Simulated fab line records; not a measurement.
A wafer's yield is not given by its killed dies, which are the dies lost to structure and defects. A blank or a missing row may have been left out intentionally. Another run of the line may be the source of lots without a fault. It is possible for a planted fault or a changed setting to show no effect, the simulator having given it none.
Which tool is to blame? :: flow sky130 :: 13 lots with 39 wafers sampled at 4 steps, on a route of 708 steps

== WHAT THE GAUGES READ, wafer by wafer ==
SKY_LOCAL_INTERCONNECT_RS_MEAS_01: the measuring method here is four-point-probe.
lot: L661
measured: day 29 09:07
on: film_metro-01
LOCAL_INTERCONNECT_TIN_RS (ohm/sq): 14.10 14.23 14.12

lot: L664
measured: day 30 20:37
on: film_metro-04
LOCAL_INTERCONNECT_TIN_RS (ohm/sq): 14.19 14.23 14.17

lot: L667
measured: day 31 03:52
on: film_metro-02
LOCAL_INTERCONNECT_TIN_RS (ohm/sq): 14.00 14.36 14.08

lot: L668
measured: day 31 22:16
on: film_metro-04
LOCAL_INTERCONNECT_TIN_RS (ohm/sq): 14.25 14.33 14.34

lot: L670
measured: day 32 10:44
on: film_metro-02
LOCAL_INTERCONNECT_TIN_RS (ohm/sq): 14.01 14.09 14.03

lot: L669
measured: day 32 12:14
on: film_metro-04
LOCAL_INTERCONNECT_TIN_RS (ohm/sq): 14.19 13.93 14.13

lot: L671
measured: day 32 17:02
on: film_metro-02
LOCAL_INTERCONNECT_TIN_RS (ohm/sq): 13.97 14.38 14.23

lot: L673
measured: day 33 13:47
on: film_metro-01
LOCAL_INTERCONNECT_TIN_RS (ohm/sq): 14.11 14.21 14.17

lot: L679
measured: day 35 09:14
on: film_metro-02
LOCAL_INTERCONNECT_TIN_RS (ohm/sq): 14.27 14.19 14.28

lot: L681
measured: day 35 19:37
on: film_metro-02
LOCAL_INTERCONNECT_TIN_RS (ohm/sq): 14.42 14.35 14.31

lot: L683
measured: day 37 17:47
on: film_metro-02
LOCAL_INTERCONNECT_TIN_RS (ohm/sq): 14.28 14.12 14.12

lot: L684
measured: day 37 18:55
on: film_metro-01
LOCAL_INTERCONNECT_TIN_RS (ohm/sq): 14.19 14.12 14.06

lot: L682
measured: day 37 21:44
on: film_metro-04
LOCAL_INTERCONNECT_TIN_RS (ohm/sq): 14.17 14.15 14.05

SKY_CONTACT_THK_MEAS_01.
lot: L661
measured: day 30 14:30
on: film_metro-04
CONTACT_CVD_00_THK (nm): 73.3 73.9 74.5

lot: L664
measured: day 32 00:44
on: film_metro-04
CONTACT_CVD_00_THK (nm): 74.6 74.1 74.9

lot: L667
measured: day 32 08:31
on: film_metro-01
CONTACT_CVD_00_THK (nm): 74.8 74.0 78.1

lot: L668
measured: day 33 02:20
on: film_metro-01
CONTACT_CVD_00_THK (nm): 74.4 74.0 75.8

lot: L670
measured: day 33 15:03
on: film_metro-01
CONTACT_CVD_00_THK (nm): 75.9 76.0 77.2

lot: L669
measured: day 33 16:31
on: film_metro-03
CONTACT_CVD_00_THK (nm): 75.5 76.5 75.2

lot: L671
measured: day 33 20:56
on: film_metro-01
CONTACT_CVD_00_THK (nm): 75.0 74.0 76.6

lot: L673
measured: day 34 17:11
on: film_metro-01
CONTACT_CVD_00_THK (nm): 74.6 73.9 75.6

lot: L679
measured: day 36 12:17
on: film_metro-03
CONTACT_CVD_00_THK (nm): 72.9 75.2 76.1

lot: L681
measured: day 36 22:06
on: film_metro-04
CONTACT_CVD_00_THK (nm): 74.4 75.5 75.8

lot: L683
measured: day 38 20:28
on: film_metro-01
CONTACT_CVD_00_THK (nm): 73.6 74.4 75.3

lot: L684
measured: day 38 21:25
on: film_metro-04
CONTACT_CVD_00_THK (nm): 75.2 73.3 76.1

lot: L682
measured: day 39 00:19
on: film_metro-04
CONTACT_CVD_00_THK (nm): 72.6 72.7 76.7

== EACH LOT AND THE TOOL THAT RAN IT (in order: tool; ch and the chambers of the sampled wafers; start) ==
lot: L661
SKY_LI_CONTACT_CVD_21: cvd_w-02 ch 0,1, day 29 08:26
SKY_LOCAL_INTERCONNECT_STRIP_15: plasma_asher-04 ch 0,1, day 30 13:53

lot: L664
SKY_LI_CONTACT_CVD_21: cvd_w-02 ch 0,1, day 30 19:54
SKY_LOCAL_INTERCONNECT_STRIP_15: plasma_asher-02 ch 0,1, day 32 00:06

lot: L667
SKY_LI_CONTACT_CVD_21: cvd_w-02 ch 0,1, day 31 03:12
SKY_LOCAL_INTERCONNECT_STRIP_15: plasma_asher-03 ch 0,1, day 32 07:49

lot: L668
SKY_LI_CONTACT_CVD_21: cvd_w-01 ch 0,1, day 31 21:35
SKY_LOCAL_INTERCONNECT_STRIP_15: plasma_asher-04 ch 0,1, day 33 01:41

lot: L670
SKY_LI_CONTACT_CVD_21: cvd_w-02 ch 0,1, day 32 10:03
SKY_LOCAL_INTERCONNECT_STRIP_15: plasma_asher-03 ch 0,1, day 33 14:22

lot: L669
SKY_LI_CONTACT_CVD_21: cvd_w-02 ch 0,1, day 32 11:34
SKY_LOCAL_INTERCONNECT_STRIP_15: plasma_asher-03 ch 0,1, day 33 15:52

lot: L671
SKY_LI_CONTACT_CVD_21: cvd_w-01 ch 0,1, day 32 16:21
SKY_LOCAL_INTERCONNECT_STRIP_15: plasma_asher-03 ch 0, day 33 20:15

lot: L673
SKY_LI_CONTACT_CVD_21: cvd_w-02 ch 0,1, day 33 13:07
SKY_LOCAL_INTERCONNECT_STRIP_15: plasma_asher-02 ch 0,1, day 34 16:34

lot: L679
SKY_LI_CONTACT_CVD_21: cvd_w-01 ch 0,1, day 35 08:33
SKY_LOCAL_INTERCONNECT_STRIP_15: plasma_asher-02 ch 0,1, day 36 11:35

lot: L681
SKY_LI_CONTACT_CVD_21: cvd_w-01 ch 0,1, day 35 18:57
SKY_LOCAL_INTERCONNECT_STRIP_15: plasma_asher-03 ch 0,1, day 36 21:29

lot: L683
SKY_LI_CONTACT_CVD_21: cvd_w-02 ch 0,1, day 37 17:07
SKY_LOCAL_INTERCONNECT_STRIP_15: plasma_asher-03 ch 1, day 38 19:50

lot: L684
SKY_LI_CONTACT_CVD_21: cvd_w-01 ch 0,1, day 37 18:15
SKY_LOCAL_INTERCONNECT_STRIP_15: plasma_asher-04 ch 0,1, day 38 20:47

lot: L682
SKY_LI_CONTACT_CVD_21: cvd_w-01 ch 0,1, day 37 21:03
SKY_LOCAL_INTERCONNECT_STRIP_15: plasma_asher-02 ch 0,1, day 38 23:41
- SKY_LI_CONTACT_CVD_21: deposits W, target thk 400 nm, time 120.56 s.
- SKY_LOCAL_INTERCONNECT_STRIP_15: strips in O2/N2.

== WHAT THE TOOLS THEMSELVES READ (means of the sampled wafers that have a number; where no wafer has one, the mark that the record gives instead) ==
SKY_LI_CONTACT_CVD_21.
lot: L661
tool: cvd_w-02
chamber_pressure_Torr (Torr): 39.94
heater_power_w (W): 1003

lot: L664
tool: cvd_w-02
chamber_pressure_Torr (Torr): 39.98
heater_power_w (W): 960

lot: L667
tool: cvd_w-02
chamber_pressure_Torr (Torr): 40.10
heater_power_w (W): 953

lot: L668
tool: cvd_w-01
chamber_pressure_Torr (Torr): 40.03
heater_power_w (W): 886

lot: L670
tool: cvd_w-02
chamber_pressure_Torr (Torr): 39.99
heater_power_w (W): 1018

lot: L669
tool: cvd_w-02
chamber_pressure_Torr (Torr): 40.01
heater_power_w (W): 1002

lot: L671
tool: cvd_w-01
chamber_pressure_Torr (Torr): 40.00
heater_power_w (W): 942

lot: L673
tool: cvd_w-02
chamber_pressure_Torr (Torr): 40.08
heater_power_w (W): 1008

lot: L679
tool: cvd_w-01
chamber_pressure_Torr (Torr): 40.03
heater_power_w (W): 954

lot: L681
tool: cvd_w-01
chamber_pressure_Torr (Torr): 39.92
heater_power_w (W): 946

lot: L683
tool: cvd_w-02
chamber_pressure_Torr (Torr): 39.99
heater_power_w (W): 1008

lot: L684
tool: cvd_w-01
chamber_pressure_Torr (Torr): 39.99
heater_power_w (W): 884

lot: L682
tool: cvd_w-01
chamber_pressure_Torr (Torr): 39.99
heater_power_w (W): 896

SKY_LOCAL_INTERCONNECT_STRIP_15.
lot: L661
tool: plasma_asher-04
chamber_pressure_mTorr (mTorr): 1499.6
drypump_motor_current_A (A): 6.0
n2_flow_sccm (sccm): 299.5
oes_product_au (a.u.): 0.429
strip_time_to_endpoint_s (s): 4.696

lot: L664
tool: plasma_asher-02
chamber_pressure_mTorr (mTorr): 1502.1
drypump_motor_current_A (A): 6.0
n2_flow_sccm (sccm): 299.9
oes_product_au (a.u.): 0.429
strip_time_to_endpoint_s (s): 4.705

lot: L667
tool: plasma_asher-03
chamber_pressure_mTorr (mTorr): 1500.0
drypump_motor_current_A (A): 6.1
n2_flow_sccm (sccm): 299.9
oes_product_au (a.u.): 0.427
strip_time_to_endpoint_s (s): 4.702

lot: L668
tool: plasma_asher-04
chamber_pressure_mTorr (mTorr): 1500.6
drypump_motor_current_A (A): 6.2
n2_flow_sccm (sccm): 299.9
oes_product_au (a.u.): 0.429
strip_time_to_endpoint_s (s): 4.681

lot: L670
tool: plasma_asher-03
chamber_pressure_mTorr (mTorr): 1499.9
drypump_motor_current_A (A): 5.8
n2_flow_sccm (sccm): 299.8
oes_product_au (a.u.): 0.428
strip_time_to_endpoint_s (s): 4.686

lot: L669
tool: plasma_asher-03
chamber_pressure_mTorr (mTorr): 1200.5
drypump_motor_current_A (A): 6.2
n2_flow_sccm (sccm): 300.7
oes_product_au (a.u.): 0.420
strip_time_to_endpoint_s (s): 5.030

lot: L671
tool: plasma_asher-03
chamber_pressure_mTorr (mTorr): 1200.1
drypump_motor_current_A (A): 6.6
n2_flow_sccm (sccm): 299.8
oes_product_au (a.u.): 0.424
strip_time_to_endpoint_s (s): 5.024

lot: L673
tool: plasma_asher-02
chamber_pressure_mTorr (mTorr): 1498.4
drypump_motor_current_A (A): 6.0
n2_flow_sccm (sccm): 299.9
oes_product_au (a.u.): 0.428
strip_time_to_endpoint_s (s): 4.725

lot: L679
tool: plasma_asher-02
chamber_pressure_mTorr (mTorr): 1498.8
drypump_motor_current_A (A): 6.1
n2_flow_sccm (sccm): 300.1
oes_product_au (a.u.): 0.423
strip_time_to_endpoint_s (s): 4.702

lot: L681
tool: plasma_asher-03
chamber_pressure_mTorr (mTorr): 1500.3
drypump_motor_current_A (A): 6.2
n2_flow_sccm (sccm): 299.2
oes_product_au (a.u.): 0.423
strip_time_to_endpoint_s (s): 4.717

lot: L683
tool: plasma_asher-03
chamber_pressure_mTorr (mTorr): 1499.9
drypump_motor_current_A (A): 5.4
n2_flow_sccm (sccm): 299.0
oes_product_au (a.u.): 0.425
strip_time_to_endpoint_s (s): 4.686

lot: L684
tool: plasma_asher-04
chamber_pressure_mTorr (mTorr): 1500.3
drypump_motor_current_A (A): 6.2
n2_flow_sccm (sccm): 299.2
oes_product_au (a.u.): 0.426
strip_time_to_endpoint_s (s): 4.705

lot: L682
tool: plasma_asher-02
chamber_pressure_mTorr (mTorr): 1501.3
drypump_motor_current_A (A): 6.2
n2_flow_sccm (sccm): 300.1
oes_product_au (a.u.): 0.428
strip_time_to_endpoint_s (s): 4.719

== THE ANSWER, worked out from the rows above alone ==
Rule: the lots themselves supply what counts as usual. Put in order of their means at a reading, lots are off if they are a third of the lots or fewer, leave a main group of 4 or more, and stand apart from it by a gap of 3 or more times the standard deviation of the main group's means; of several such gaps the widest counts. If all means in a main group match to the digits the tables above print for the reading, that group is not used. Also off: a lot with no number at a reading for which 4 or more lots have one. All remaining lots with rows at the step are treated as sound. The gauges are gone through in route order, then the tools' own readings, and for those a lot's mean is taken as printed above. The first step at which some lot is off is used, and at that step the reading that is off furthest; a lot without a number counts as furthest.
Off: L669, L671 (SKY_LOCAL_INTERCONNECT_STRIP_15, chamber_pressure_mTorr). Main group: mean 1500.1 mTorr, sd 0.99.
A tool fits if, at that step or a process step before it, it ran every lot that is off, and no sound lot after the first of them. No candidate that was tried fits.

== WHAT HAD BEEN PUT IN BY THE SIMULATOR ==
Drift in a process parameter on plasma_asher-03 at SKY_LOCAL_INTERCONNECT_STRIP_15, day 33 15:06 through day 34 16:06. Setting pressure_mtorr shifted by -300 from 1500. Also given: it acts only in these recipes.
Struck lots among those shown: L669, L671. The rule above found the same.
